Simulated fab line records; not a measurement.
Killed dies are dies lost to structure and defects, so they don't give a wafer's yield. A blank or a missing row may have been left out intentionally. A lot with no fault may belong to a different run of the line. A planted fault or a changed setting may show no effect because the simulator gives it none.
One fault through the eyes of 2 desks || flow sky130 || only its own numbers are on each desk; what lay behind them is given at the end

AT THE TOOL OWNER'S DESK: pvd-sputter-03
At SKY_METAL4_SPUTTER_01 (material TiN, target thk 20 nm, time 16.7 s) the tool's own readings: per lot run on this tool, the mean of the sampled wafers that have a number. Any lot whose mean is over 4 standard deviations away from the usual mean is out of limits and marked OUT; that distance is given in the brackets.
Columns: A = throttle-valve-pct at SKY_METAL4_SPUTTER_01, usual 29.8 %
{"lot": "L536", "first seen here": "day 40 17:40", "A": 29.3}
{"lot": "L543", "first seen here": "day 43 06:38", "A": 29.9}
{"lot": "L545", "first seen here": "day 43 10:15", "A": 29.9}
Finding of this desk: none of the 3 lots has anything out of limits.

METROLOGY DESK
What the gauges read, lot by lot, whatever tool the lot ran on: means of the sampled wafers that have a number. Any lot whose mean is over 4 standard deviations away from the usual mean is out of limits and marked OUT; that distance is given in the brackets.
Columns: A = VIA3_W_RS at SKY_VIA3_RS_MEAS_22, usual 0.293 ohm/sq; B = VIA3_W_THK at SKY_VIA3_THK_MEAS_23, usual 398 nm
{"lot": "L536", "first seen here": "day 40 17:11", "A": 0.291, "B": 399}
{"lot": "L540", "first seen here": "day 41 22:31", "A": 0.289, "B": 408}
{"lot": "L543", "first seen here": "day 43 06:09", "A": 0.291, "B": 403}
{"lot": "L545", "first seen here": "day 43 09:48", "A": 0.290, "B": 398}
{"lot": "L550", "first seen here": "day 44 19:50", "A": 0.291, "B": 407}
{"lot": "L553", "first seen here": "day 45 11:28", "A": 0.297, "B": 388}
Finding of this desk: none of the 6 lots has anything out of limits.

ALL TOGETHER
The tool owner's desk saw nothing out of limits.
The metrology desk saw nothing out of limits.

WHAT THE SIMULATOR PUT IN
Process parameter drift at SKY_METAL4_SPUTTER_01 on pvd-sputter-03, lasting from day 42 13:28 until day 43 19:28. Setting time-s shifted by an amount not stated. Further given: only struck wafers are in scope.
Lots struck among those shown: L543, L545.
